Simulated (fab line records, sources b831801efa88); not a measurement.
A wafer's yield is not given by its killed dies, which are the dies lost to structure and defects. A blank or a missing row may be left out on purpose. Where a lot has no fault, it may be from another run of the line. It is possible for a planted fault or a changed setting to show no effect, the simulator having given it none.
fab line records || flow gf180mcu
record {"lots": 7, "wafers": 21, "lastDay": 35}
route steps=602 shown DUAL_GATE@154 POLY_GATE@157
lots with no fault: from the same line, run without faults
startH: hours from the record's opening day to when the first of the lot's shown wafers began || waitH: hours since the lot's step before || " unchanged from the row above || L1.1+2: several wafers, shown together as one row || - value missing, or start not given || * or withheld: withheld || < > ~ a bound
route shown NAME@n: a module of which the file shows steps, and the number in the route of the first || usual: mean and standard deviation over wafers with no fault || same: alike in all rows || chamber/n: place in a boat || sites: each site's reading || _std_site: the standard deviation of these || _edge_site: mean of outer sites minus mean of inner sites || radiusMm: how far each site lies from the wafer's centre || mask NAME#n: copy n || behind: the most recent tool/chamber to have shaped the wafer || hold: reason for holding the lot/hours on hold/outcome of the hold || device: names the non-switching transistor (n, p or np) || end of line: at the end of the route, the tests of the same wafers || a step without rows: its recipe alone || killed: dies lost to structure and defects at the first sort, not the wafer's yield || map: the dies of a wafer, with x for killed, . for not killed, _ for no die there
set.NAME: the setting that was run; set.NAME@STEP: the one run at that earlier step || model.NAME: the simulator's own value behind a step, which no gauge read
a table for each step, a row for each wafer; lots at some steps of the route
services: from which hour (startH, from the record's first day; less than 0 if before it) a tool's chamber was out of use, for how many hours, and why
## steps
# step GF_DUAL_GATE_STRIP_13
# recipe {"chemistry": "O2/N2", "powerW": 1400, "pressureMtorr": 1500, "platenTempC": 250, "o2FlowSccm": 3000, "n2FlowSccm": 300, "overashFraction": 0.5258}
# usual {"drypumpMotorCurrentA": "5.7/0.55", "heaterPowerW": "318/39", "o2FlowSccm": "2999/9.1", "oesProductAu": "0.708/0.0046", "stripTimeToEndpointS": "12.63/0.031"}
{"lot.wafer": "L601.1", "tool": "plasmaAsher-03", "chamber": 0, "startH": 183.22, "waitH": 0.0, "drypumpMotorCurrentA": 5.7, "heaterPowerW": 289, "o2FlowSccm": 2986, "oesProductAu": 0.705, "rfHoursCounterH": 47, "stripTimeToEndpointS": 12.63}
{"lot.wafer": "L601.3", "tool": "plasmaAsher-03", "chamber": 1, "startH": 183.22, "waitH": 0.0, "drypumpMotorCurrentA": 6.6, "heaterPowerW": 267, "o2FlowSccm": 2985, "oesProductAu": 0.716, "rfHoursCounterH": "-", "stripTimeToEndpointS": 12.64}
{"lot.wafer": "L601.6", "tool": "plasmaAsher-03", "chamber": 1, "startH": 183.22, "waitH": 0.0, "drypumpMotorCurrentA": 6.6, "heaterPowerW": 277, "o2FlowSccm": 2993, "oesProductAu": 0.710, "rfHoursCounterH": "-", "stripTimeToEndpointS": 12.59}
{"lot.wafer": "L603.2", "tool": "plasmaAsher-01", "chamber": 0, "startH": 200.03, "waitH": 0.0, "drypumpMotorCurrentA": 5.2, "heaterPowerW": 320, "o2FlowSccm": 3006, "oesProductAu": 0.708, "rfHoursCounterH": 8, "stripTimeToEndpointS": 12.60}
{"lot.wafer": "L603.4", "tool": "plasmaAsher-01", "chamber": 0, "startH": 200.03, "waitH": 0.0, "drypumpMotorCurrentA": 5.2, "heaterPowerW": 317, "o2FlowSccm": 2992, "oesProductAu": 0.707, "rfHoursCounterH": "-", "stripTimeToEndpointS": 12.62}
{"lot.wafer": "L603.5", "tool": "plasmaAsher-01", "chamber": 0, "startH": 200.03, "waitH": 0.0, "drypumpMotorCurrentA": 5.2, "heaterPowerW": 317, "o2FlowSccm": 2998, "oesProductAu": 0.711, "rfHoursCounterH": "-", "stripTimeToEndpointS": 12.61}
{"lot.wafer": "L611.2", "tool": "plasmaAsher-04", "chamber": 1, "startH": 260.10, "waitH": 0.0, "drypumpMotorCurrentA": 5.9, "heaterPowerW": 309, "o2FlowSccm": 2999, "oesProductAu": 0.708, "rfHoursCounterH": 46, "stripTimeToEndpointS": 12.58}
{"lot.wafer": "L611.5", "tool": "plasmaAsher-04", "chamber": 1, "startH": 260.10, "waitH": 0.0, "drypumpMotorCurrentA": 5.9, "heaterPowerW": 309, "o2FlowSccm": 2998, "oesProductAu": 0.716, "rfHoursCounterH": "-", "stripTimeToEndpointS": 12.57}
{"lot.wafer": "L611.6", "tool": "plasmaAsher-04", "chamber": 0, "startH": 260.10, "waitH": 0.0, "drypumpMotorCurrentA": 4.9, "heaterPowerW": 382, "o2FlowSccm": 2992, "oesProductAu": 0.717, "rfHoursCounterH": "-", "stripTimeToEndpointS": 12.60}
{"lot.wafer": "L612.2", "tool": "plasmaAsher-01", "chamber": 1, "startH": 268.56, "waitH": 0.0, "drypumpMotorCurrentA": 5.7, "heaterPowerW": 349, "o2FlowSccm": 2993, "oesProductAu": 0.713, "rfHoursCounterH": 16, "stripTimeToEndpointS": 12.67}
{"lot.wafer": "L612.4", "tool": "plasmaAsher-01", "chamber": 1, "startH": 268.56, "waitH": 0.0, "drypumpMotorCurrentA": 5.7, "heaterPowerW": 339, "o2FlowSccm": 3003, "oesProductAu": 0.708, "rfHoursCounterH": "-", "stripTimeToEndpointS": 12.64}
{"lot.wafer": "L612.6", "tool": "plasmaAsher-01", "chamber": 0, "startH": 268.56, "waitH": 0.0, "drypumpMotorCurrentA": 5.2, "heaterPowerW": 320, "o2FlowSccm": 3003, "oesProductAu": 0.704, "rfHoursCounterH": "-", "stripTimeToEndpointS": 12.64}
{"lot.wafer": "L613.1", "tool": "plasmaAsher-04", "chamber": 0, "startH": 273.41, "waitH": 0.0, "drypumpMotorCurrentA": 4.9, "heaterPowerW": 382, "o2FlowSccm": 3010, "oesProductAu": 0.708, "rfHoursCounterH": 47, "stripTimeToEndpointS": 12.62}
{"lot.wafer": "L613.4", "tool": "plasmaAsher-04", "chamber": 0, "startH": 273.41, "waitH": 0.0, "drypumpMotorCurrentA": 4.9, "heaterPowerW": 387, "o2FlowSccm": 3013, "oesProductAu": 0.700, "rfHoursCounterH": "-", "stripTimeToEndpointS": 12.58}
{"lot.wafer": "L613.6", "tool": "plasmaAsher-04", "chamber": 1, "startH": 273.41, "waitH": 0.0, "drypumpMotorCurrentA": 5.9, "heaterPowerW": 297, "o2FlowSccm": 3018, "oesProductAu": 0.709, "rfHoursCounterH": "-", "stripTimeToEndpointS": 12.61}
{"lot.wafer": "L622.4", "tool": "plasmaAsher-01", "chamber": 1, "startH": 337.42, "waitH": 0.0, "drypumpMotorCurrentA": 5.7, "heaterPowerW": 340, "o2FlowSccm": 2994, "oesProductAu": 0.713, "rfHoursCounterH": "-", "stripTimeToEndpointS": 12.62}
{"lot.wafer": "L622.5", "tool": "plasmaAsher-01", "chamber": 1, "startH": 337.42, "waitH": 0.0, "drypumpMotorCurrentA": 5.7, "heaterPowerW": 343, "o2FlowSccm": 2999, "oesProductAu": 0.705, "rfHoursCounterH": "-", "stripTimeToEndpointS": 12.55}
{"lot.wafer": "L622.6", "tool": "plasmaAsher-01", "chamber": 0, "startH": 337.42, "waitH": 0.0, "drypumpMotorCurrentA": 5.2, "heaterPowerW": 321, "o2FlowSccm": 2998, "oesProductAu": 0.708, "rfHoursCounterH": "-", "stripTimeToEndpointS": 12.63}
{"lot.wafer": "L623.1", "tool": "plasmaAsher-01", "chamber": 1, "startH": 346.79, "waitH": 0.0, "drypumpMotorCurrentA": 5.7, "heaterPowerW": 350, "o2FlowSccm": 2990, "oesProductAu": 0.700, "rfHoursCounterH": 24, "stripTimeToEndpointS": 12.65}
{"lot.wafer": "L623.3", "tool": "plasmaAsher-01", "chamber": 1, "startH": 346.79, "waitH": 0.0, "drypumpMotorCurrentA": 5.7, "heaterPowerW": 340, "o2FlowSccm": 2998, "oesProductAu": 0.703, "rfHoursCounterH": "-", "stripTimeToEndpointS": 12.60}
{"lot.wafer": "L623.6", "tool": "plasmaAsher-01", "chamber": 1, "startH": 346.79, "waitH": 0.0, "drypumpMotorCurrentA": 5.7, "heaterPowerW": 345, "o2FlowSccm": 3003, "oesProductAu": 0.712, "rfHoursCounterH": "-", "stripTimeToEndpointS": 12.65}
# step GF_DUAL_GATE_CLEAN_14
# recipe {"chemistry": "SC1/SC2", "mix": "1:4:20", "tempC": 70, "timeS": 150, "dry": "n2Spin"}
# step GF_DUAL_GATE_OXIDATION_15
# recipe {"tempC": 850, "ambient": "O2", "stabiliseS": 600, "purgeS": 300, "targetThkA": 70.98, "oxTimeS": 1995}
# step GF_POLY_GATE_CVD_00
# recipe {"material": "poly-Si", "targetThkNm": 200, "tempC": 620, "timeS": 1200, "pressureMtorr": 200}
# step GF_POLY_GATE_THK_MEAS_01
# recipe {"reads": "poly-Si_of_POLY_GATE_CVD_00"}
# usual {"POLY_GATE_CVD_00_THK": "200.6/2"}
{"lot.wafer": "L601.1", "tool": "filmMetro-04", "chamber": "-", "startH": 186.25, "waitH": 0.0, "POLY_GATE_CVD_00_THK[nm]": 201.7}
{"lot.wafer": "L601.3", "tool": "filmMetro-04", "chamber": "-", "startH": 186.25, "waitH": 0.0, "POLY_GATE_CVD_00_THK[nm]": 202.2}
{"lot.wafer": "L601.6", "tool": "filmMetro-04", "chamber": "-", "startH": 186.25, "waitH": 0.0, "POLY_GATE_CVD_00_THK[nm]": 200.3}
{"lot.wafer": "L603.2", "tool": "filmMetro-04", "chamber": "-", "startH": 206.48, "waitH": 0.0, "POLY_GATE_CVD_00_THK[nm]": 201.8}
{"lot.wafer": "L603.4", "tool": "filmMetro-04", "chamber": "-", "startH": 206.48, "waitH": 0.0, "POLY_GATE_CVD_00_THK[nm]": 204.9}
{"lot.wafer": "L603.5", "tool": "filmMetro-04", "chamber": "-", "startH": 206.48, "waitH": 0.0, "POLY_GATE_CVD_00_THK[nm]": 203.6}
{"lot.wafer": "L611.2", "tool": "filmMetro-01", "chamber": "-", "startH": 264.46, "waitH": 0.0, "POLY_GATE_CVD_00_THK[nm]": 202.0}
{"lot.wafer": "L611.5", "tool": "filmMetro-01", "chamber": "-", "startH": 264.46, "waitH": 0.0, "POLY_GATE_CVD_00_THK[nm]": 202.5}
{"lot.wafer": "L611.6", "tool": "filmMetro-01", "chamber": "-", "startH": 264.46, "waitH": 0.0, "POLY_GATE_CVD_00_THK[nm]": 198.4}
{"lot.wafer": "L612.2", "tool": "filmMetro-01", "chamber": "-", "startH": 271.61, "waitH": 0.0, "POLY_GATE_CVD_00_THK[nm]": 200.0}
{"lot.wafer": "L612.4", "tool": "filmMetro-01", "chamber": "-", "startH": 271.61, "waitH": 0.0, "POLY_GATE_CVD_00_THK[nm]": 199.9}
{"lot.wafer": "L612.6", "tool": "filmMetro-01", "chamber": "-", "startH": 271.61, "waitH": 0.0, "POLY_GATE_CVD_00_THK[nm]": 201.1}
{"lot.wafer": "L613.1", "tool": "filmMetro-01", "chamber": "-", "startH": 276.62, "waitH": 0.0, "POLY_GATE_CVD_00_THK[nm]": 204.3}
{"lot.wafer": "L613.4", "tool": "filmMetro-01", "chamber": "-", "startH": 276.62, "waitH": 0.0, "POLY_GATE_CVD_00_THK[nm]": 203.3}
{"lot.wafer": "L613.6", "tool": "filmMetro-01", "chamber": "-", "startH": 276.62, "waitH": 0.0, "POLY_GATE_CVD_00_THK[nm]": 202.2}
{"lot.wafer": "L622.4", "tool": "filmMetro-01", "chamber": "-", "startH": 342.30, "waitH": 0.0, "POLY_GATE_CVD_00_THK[nm]": 199.8}
{"lot.wafer": "L622.5", "tool": "filmMetro-01", "chamber": "-", "startH": 342.30, "waitH": 0.0, "POLY_GATE_CVD_00_THK[nm]": 197.3}
{"lot.wafer": "L622.6", "tool": "filmMetro-01", "chamber": "-", "startH": 342.30, "waitH": 0.0, "POLY_GATE_CVD_00_THK[nm]": 198.7}
{"lot.wafer": "L623.1", "tool": "filmMetro-04", "chamber": "-", "startH": 352.38, "waitH": 0.0, "POLY_GATE_CVD_00_THK[nm]": 200.4}
{"lot.wafer": "L623.3", "tool": "filmMetro-04", "chamber": "-", "startH": 352.38, "waitH": 0.0, "POLY_GATE_CVD_00_THK[nm]": 200.8}
{"lot.wafer": "L623.6", "tool": "filmMetro-04", "chamber": "-", "startH": 352.38, "waitH": 0.0, "POLY_GATE_CVD_00_THK[nm]": 200.0}
# step GF_POLY_GATE_DEHYDRATE_02
# recipe {"tempC": 200, "timeS": 60}
# step GF_POLY_GATE_HMDS_03
# recipe {"primeTimeS": 60, "primeTempC": 120}
# step GF_POLY_GATE_COAT_04
# recipe {"resist": "BARC", "tempC": "withheld", "timeS": "withheld", "spinRpm": "withheld", "resistThkNm": "withheld"}
# step GF_POLY_GATE_COAT_05
# recipe {"resist": "KrF", "spinRpm": "withheld", "resistThkNm": 700}
# step GF_POLY_GATE_SOFTBAKE_06
# recipe {"tempC": 130, "timeS": 60, "resist": "KrF"}
# step GF_POLY_GATE_EXPOSE_07
# recipe {"maskId": "Poly2", "targetCdNm": 280, "na": 0.68, "sourceShape": "conventional", "sigmaOuter": 0.6, "doseMj": 28}
# step GF_POLY_GATE_PEB_08
# recipe {"pebTempC": 135, "pebTimeS": 88.27, "resist": "KrF"}
# step GF_POLY_GATE_DEVELOP_09
# recipe {"developTimeS": 60, "resist": "KrF", "devTempC": 21}
# usual {"chillPlateTempC": "23.00/0.11", "developTimeS": "60/0", "exhaustPa": "44.9/0.89"}
{"lot.wafer": "L601.1", "tool": "lithoTrack-02", "chamber": 0, "startH": 204.13, "waitH": 0.2, "chillPlateTempC": 23.00, "developTimeS": 60, "exhaustPa": 44.4, "model.KrF_of_POLY_GATE_COAT_05.thkNm": 686.5}
{"lot.wafer": "L601.3", "tool": "lithoTrack-02", "chamber": 0, "startH": 204.13, "waitH": 0.2, "chillPlateTempC": 22.99, "developTimeS": 60, "exhaustPa": 43.8, "model.KrF_of_POLY_GATE_COAT_05.thkNm": 686.9}
{"lot.wafer": "L601.6", "tool": "lithoTrack-02", "chamber": 0, "startH": 204.13, "waitH": 0.2, "chillPlateTempC": 23.08, "developTimeS": 60, "exhaustPa": 45.3, "model.KrF_of_POLY_GATE_COAT_05.thkNm": 684.8}
{"lot.wafer": "L603.2", "tool": "lithoTrack-02", "chamber": 0, "startH": 225.51, "waitH": 0.2, "chillPlateTempC": 22.84, "developTimeS": 60, "exhaustPa": 43.5, "model.KrF_of_POLY_GATE_COAT_05.thkNm": 684.7}
{"lot.wafer": "L603.4", "tool": "lithoTrack-02", "chamber": 0, "startH": 225.51, "waitH": 0.2, "chillPlateTempC": 23.05, "developTimeS": 60, "exhaustPa": 44.2, "model.KrF_of_POLY_GATE_COAT_05.thkNm": 685.3}
{"lot.wafer": "L603.5", "tool": "lithoTrack-02", "chamber": 0, "startH": 225.51, "waitH": 0.2, "chillPlateTempC": 22.85, "developTimeS": 60, "exhaustPa": 42.5, "model.KrF_of_POLY_GATE_COAT_05.thkNm": 687.5}
{"lot.wafer": "L611.2", "tool": "lithoTrack-04", "chamber": "-", "startH": 283.94, "waitH": 0.2, "chillPlateTempC": "-", "developTimeS": "-", "exhaustPa": "-", "model.KrF_of_POLY_GATE_COAT_05.thkNm": 699.5}
{"lot.wafer": "L611.5", "tool": "lithoTrack-04", "chamber": "-", "startH": 283.94, "waitH": 0.2, "chillPlateTempC": "-", "developTimeS": "-", "exhaustPa": "-", "model.KrF_of_POLY_GATE_COAT_05.thkNm": 698.3}
{"lot.wafer": "L611.6", "tool": "lithoTrack-04", "chamber": "-", "startH": 283.94, "waitH": 0.2, "chillPlateTempC": "-", "developTimeS": "-", "exhaustPa": "-", "model.KrF_of_POLY_GATE_COAT_05.thkNm": 695.1}
{"lot.wafer": "L612.2", "tool": "lithoTrack-01", "chamber": "-", "startH": 291.28, "waitH": 0.2, "chillPlateTempC": "-", "developTimeS": "-", "exhaustPa": "-", "model.KrF_of_POLY_GATE_COAT_05.thkNm": 700.2}
{"lot.wafer": "L612.4", "tool": "lithoTrack-01", "chamber": "-", "startH": 291.28, "waitH": 0.2, "chillPlateTempC": "-", "developTimeS": "-", "exhaustPa": "-", "model.KrF_of_POLY_GATE_COAT_05.thkNm": 701.6}
{"lot.wafer": "L612.6", "tool": "lithoTrack-01", "chamber": "-", "startH": 291.28, "waitH": 0.2, "chillPlateTempC": "-", "developTimeS": "-", "exhaustPa": "-", "model.KrF_of_POLY_GATE_COAT_05.thkNm": 701.6}
{"lot.wafer": "L613.1", "tool": "lithoTrack-02", "chamber": "-", "startH": 296.68, "waitH": 0.2, "chillPlateTempC": "-", "developTimeS": "-", "exhaustPa": "-", "model.KrF_of_POLY_GATE_COAT_05.thkNm": 704.4}
{"lot.wafer": "L613.4", "tool": "lithoTrack-02", "chamber": "-", "startH": 296.68, "waitH": 0.2, "chillPlateTempC": "-", "developTimeS": "-", "exhaustPa": "-", "model.KrF_of_POLY_GATE_COAT_05.thkNm": 704.5}
{"lot.wafer": "L613.6", "tool": "lithoTrack-02", "chamber": "-", "startH": 296.68, "waitH": 0.2, "chillPlateTempC": "-", "developTimeS": "-", "exhaustPa": "-", "model.KrF_of_POLY_GATE_COAT_05.thkNm": 704.7}
{"lot.wafer": "L622.4", "tool": "lithoTrack-01", "chamber": 0, "startH": 365.13, "waitH": 0.1, "chillPlateTempC": 23.00, "developTimeS": 60, "exhaustPa": 44.9, "model.KrF_of_POLY_GATE_COAT_05.thkNm": 684.3}
{"lot.wafer": "L622.5", "tool": "lithoTrack-01", "chamber": 0, "startH": 365.13, "waitH": 0.1, "chillPlateTempC": 23.06, "developTimeS": 60, "exhaustPa": 44.8, "model.KrF_of_POLY_GATE_COAT_05.thkNm": 684.7}
{"lot.wafer": "L622.6", "tool": "lithoTrack-01", "chamber": 0, "startH": 365.13, "waitH": 0.1, "chillPlateTempC": 23.06, "developTimeS": 60, "exhaustPa": 44.4, "model.KrF_of_POLY_GATE_COAT_05.thkNm": 683.2}
{"lot.wafer": "L623.1", "tool": "lithoTrack-02", "chamber": 0, "startH": 374.78, "waitH": 0.2, "chillPlateTempC": 23.06, "developTimeS": 60, "exhaustPa": 44.5, "model.KrF_of_POLY_GATE_COAT_05.thkNm": 686}
{"lot.wafer": "L623.3", "tool": "lithoTrack-02", "chamber": 0, "startH": 374.78, "waitH": 0.2, "chillPlateTempC": 23.03, "developTimeS": 60, "exhaustPa": 44.3, "model.KrF_of_POLY_GATE_COAT_05.thkNm": 688.7}
{"lot.wafer": "L623.6", "tool": "lithoTrack-02", "chamber": 0, "startH": 374.78, "waitH": 0.2, "chillPlateTempC": 23.04, "developTimeS": 60, "exhaustPa": 44.2, "model.KrF_of_POLY_GATE_COAT_05.thkNm": 686.6}
# step GF_POLY_GATE_CD_MEAS_10
# recipe {"targetCdNm": 280}
# usual {"cdNm": "280.0/1.2"}
{"lot.wafer": "L601.1", "tool": "cdSem-01", "chamber": "-", "startH": 204.28, "waitH": 0.1, "cdNm": 279.4}
{"lot.wafer": "L601.3", "tool": "cdSem-01", "chamber": "-", "startH": 204.28, "waitH": 0.1, "cdNm": 280.5}
{"lot.wafer": "L601.6", "tool": "cdSem-01", "chamber": "-", "startH": 204.28, "waitH": 0.1, "cdNm": 279.0}
{"lot.wafer": "L603.2", "tool": "cdSem-01", "chamber": "-", "startH": 225.65, "waitH": 0.1, "cdNm": 280.7}
{"lot.wafer": "L603.4", "tool": "cdSem-01", "chamber": "-", "startH": 225.65, "waitH": 0.1, "cdNm": 281.5}
{"lot.wafer": "L603.5", "tool": "cdSem-01", "chamber": "-", "startH": 225.65, "waitH": 0.1, "cdNm": 282.0}
{"lot.wafer": "L611.2", "tool": "cdSem-01", "chamber": "-", "startH": 284.08, "waitH": 0.1, "cdNm": "-"}
{"lot.wafer": "L611.5", "tool": "cdSem-01", "chamber": "-", "startH": 284.08, "waitH": 0.1, "cdNm": "-"}
{"lot.wafer": "L611.6", "tool": "cdSem-01", "chamber": "-", "startH": 284.08, "waitH": 0.1, "cdNm": "-"}
{"lot.wafer": "L612.2", "tool": "cdSem-02", "chamber": "-", "startH": 291.43, "waitH": 0.1, "cdNm": "-"}
{"lot.wafer": "L612.4", "tool": "cdSem-02", "chamber": "-", "startH": 291.43, "waitH": 0.1, "cdNm": "-"}
{"lot.wafer": "L612.6", "tool": "cdSem-02", "chamber": "-", "startH": 291.43, "waitH": 0.1, "cdNm": "-"}
{"lot.wafer": "L613.1", "tool": "cdSem-02", "chamber": "-", "startH": 296.83, "waitH": 0.1, "cdNm": "-"}
{"lot.wafer": "L613.4", "tool": "cdSem-02", "chamber": "-", "startH": 296.83, "waitH": 0.1, "cdNm": "-"}
{"lot.wafer": "L613.6", "tool": "cdSem-02", "chamber": "-", "startH": 296.83, "waitH": 0.1, "cdNm": "-"}
{"lot.wafer": "L622.4", "tool": "cdSem-01", "chamber": "-", "startH": 365.26, "waitH": 0.1, "cdNm": 281.9}
{"lot.wafer": "L622.5", "tool": "cdSem-01", "chamber": "-", "startH": 365.26, "waitH": 0.1, "cdNm": 281.3}
{"lot.wafer": "L622.6", "tool": "cdSem-01", "chamber": "-", "startH": 365.26, "waitH": 0.1, "cdNm": 281.6}
{"lot.wafer": "L623.1", "tool": "cdSem-01", "chamber": "-", "startH": 374.98, "waitH": 0.2, "cdNm": 280.7}
{"lot.wafer": "L623.3", "tool": "cdSem-01", "chamber": "-", "startH": 374.98, "waitH": 0.2, "cdNm": 280.1}
{"lot.wafer": "L623.6", "tool": "cdSem-01", "chamber": "-", "startH": 374.98, "waitH": 0.2, "cdNm": 280.3}
## services
{"tool": "plasmaAsher-03", "chamber": "-", "startH": 220.84, "hours": 2.8, "kind": "pm"}
{"tool": "plasmaAsher-01", "chamber": "-", "startH": 338.66, "hours": 0.6, "kind": "repair"}
## key
firstSign {"step": "GF_POLY_GATE_DEVELOP_09", "reading": "toolRecord", "direction": "missing"}
effect none on later readings
modelEffect {"step": "GF_POLY_GATE_DEVELOP_09", "value": "KrF_of_POLY_GATE_COAT_05.thkNm", "without": 686.2, "struck": 701.1}
metAt GF_POLY_GATE_DEVELOP_09
struckWafers L611.2,L611.5,L611.6,L612.2,L612.4,L612.6,L613.1,L613.4,L613.6
laterRowsLeftOut L611.2,L611.5,L611.6,L612.2,L612.4,L612.6,L613.1,L613.4,L613.6
sortLeftOut L611.2,L611.5,L611.6,L612.2,L612.4,L612.6,L613.1,L613.4,L613.6
testerLeftOut L611,L612,L613
onsetBetween 225.51 283.94
fault {"kind": "skippedStepWhole", "tool": "lithoTrack-01,lithoTrack-02,lithoTrack-04", "chamber": "-", "onsetH": 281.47, "steps": "GF_POLY_GATE_DEVELOP_09", "scope": "struckLotsOnly"}
# testerLeftOut: of these lots the tester's yield and bins aren't shown, on N5 and GAA mostly nor the transistor test; their killed dies are dies lost to structure and defects alone, not to doping, threshold or leakage, so they don't give the yield
# sortLeftOut: the simulated sort isn't trusted on such a fault, so these wafers' sort isn't shown, and their yield isn't known
# laterRowsLeftOut: the simulator's readings of these wafers behind a module that went badly wrong aren't trusted and aren't shown, but for the sort
